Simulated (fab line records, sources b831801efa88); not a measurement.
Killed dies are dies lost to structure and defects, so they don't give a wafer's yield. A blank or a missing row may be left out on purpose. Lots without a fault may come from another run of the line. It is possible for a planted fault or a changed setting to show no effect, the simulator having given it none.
Check of tool commonality | flow sky130 | Lots sampled 12, wafers sampled 36

== WHAT PROMPTED THE OPENING ==
SKY_SD_N_RS_MEAS_18, reading RES_XHIGH_RS: flagged on 2 of 12 lots. No-fault wafers: 333.1 ohm/sq, standard deviation 1.2.
Rule: a lot is flagged when every wafer of it that has a number lies more than 4 standard deviations from that mean, or none has a number. The rest of the lots are taken to be sound.

lot  | measured     | on            | RES_XHIGH_RS (ohm/sq), wafer by wafer | flag
L634 | day 29 13:13 | film metro-04 | 333.8 334.4 334.0                     |
L636 | day 29 13:58 | film metro-04 | 333.7 332.9 335.1                     |
L638 | day 29 15:20 | film metro-02 | 334.5 334.8 334.2                     |
L639 | day 29 18:24 | film metro-02 | 375.7 376.2 376.3                     | FLAGGED
L640 | day 30 00:16 | film metro-04 | 377.6 375.5 377.2                     | FLAGGED
L648 | day 33 09:08 | film metro-02 | 333.6 333.6 333.9                     |
L647 | day 33 16:28 | film metro-01 | 332.2 331.0 331.8                     |
L649 | day 33 23:34 | film metro-01 | 331.6 332.7 332.4                     |
L652 | day 34 05:38 | film metro-01 | 332.5 333.2 333.0                     |
L651 | day 34 10:50 | film metro-02 | 335.3 335.0 335.2                     |
L653 | day 34 15:43 | film metro-02 | 331.2 333.3 333.8                     |
L654 | day 34 22:17 | film metro-01 | 334.9 333.1 333.6                     |
On average the flagged lots' numbers are 376.4 ohm/sq, which is +43.3 ohm/sq against the usual, or +36 standard deviations.

== EACH LOT AND THE TOOL IT RAN ON ==
Before the reading, the record contains 2 process steps out of a 708-step route. Each cell gives the tool, then ch followed by the chambers the sampled wafers passed through, then the start.
lot  | flag    | SKY_LDD_HVP_STRIP_09                 | SKY_RES_XHIGH_IMPLANT_07
L634 |         | plasma asher-04 ch 0,1, day 23 09:22 | implanter-03 ch 0, day 28 07:31
L636 |         | plasma asher-04 ch 0,1, day 23 08:41 | implanter-01 ch 0, day 28 08:08
L638 |         | plasma asher-02 ch 0,1, day 23 09:38 | implanter-01 ch 0, day 28 09:34
L639 | FLAGGED | plasma asher-03 ch 0,1, day 23 14:57 | implanter-01 ch 0, day 28 13:38
L640 | FLAGGED | plasma asher-04 ch 0,1, day 23 20:26 | implanter-01 ch 0, day 28 19:19
L648 |         | plasma asher-02 ch 0,1, day 27 11:11 | implanter-04 ch 0, day 32 04:22
L647 |         | plasma asher-02 ch 0,1, day 27 17:02 | implanter-01 ch 0, day 32 13:01
L649 |         | plasma asher-02 ch 0,1, day 28 03:45 | implanter-01 ch 0, day 32 20:38
L652 |         | plasma asher-03 ch 0,1, day 28 08:36 | implanter-04 ch 0, day 33 02:55
L651 |         | plasma asher-02 ch 0,1, day 28 12:51 | implanter-04 ch 0, day 33 07:52
L653 |         | plasma asher-04 ch 0,1, day 28 18:54 | implanter-04 ch 0, day 33 12:42
L654 |         | plasma asher-03 ch 0,1, day 29 00:14 | implanter-04 ch 0, day 33 18:11
What the steps here do:
- SKY_LDD_HVP_STRIP_09: strips in O2/N2.
- SKY_RES_XHIGH_IMPLANT_07
- SKY_SD_N_RS_MEAS_18: measures by four-point-probe.

== FLAGGED AGAINST TOTAL, ONE TOOL AT A TIME (gauges that did the reading follow at the end) ==
step                     | tool            | lots run | flagged | share of the flagged lots | sound lots run after its first flagged lot
SKY_LDD_HVP_STRIP_09     | plasma asher-02 | 5        | 0       | none                      | -
SKY_LDD_HVP_STRIP_09     | plasma asher-03 | 3        | 1       | some                      | 2 (L652,L654)
SKY_LDD_HVP_STRIP_09     | plasma asher-04 | 4        | 1       | some                      | 1 (L653)
SKY_RES_XHIGH_IMPLANT_07 | implanter-01    | 6        | 2       | all                       | 2 (L647,L649)
SKY_RES_XHIGH_IMPLANT_07 | implanter-03    | 1        | 0       | none                      | -
SKY_RES_XHIGH_IMPLANT_07 | implanter-04    | 5        | 0       | none                      | -
SKY_SD_N_RS_MEAS_18      | film metro-01   | 4        | 0       | none                      | -
SKY_SD_N_RS_MEAS_18      | film metro-02   | 5        | 1       | some                      | 3 (L648,L651,L653)
SKY_SD_N_RS_MEAS_18      | film metro-04   | 3        | 1       | some                      | 0

== THE TABLE: WHAT IT ALLOWS ==
All flagged lots share 1 row of the table, namely implanter-01 at SKY_RES_XHIGH_IMPLANT_07.
- implanter-01 at SKY_RES_XHIGH_IMPLANT_07 ran 6 lots, 2 of them flagged. Sound lots ran on it after the first flagged one (L647, L649), which a lasting fault on the whole tool wouldn't allow. Its own readings lie more than 4 standard deviations out on every wafer of the flagged lots: beam on s, dose ions cm2.
No row of the table ran every flagged lot and no sound lot after the first.

== WHAT WAS PUT IN BY THE SIMULATOR ==
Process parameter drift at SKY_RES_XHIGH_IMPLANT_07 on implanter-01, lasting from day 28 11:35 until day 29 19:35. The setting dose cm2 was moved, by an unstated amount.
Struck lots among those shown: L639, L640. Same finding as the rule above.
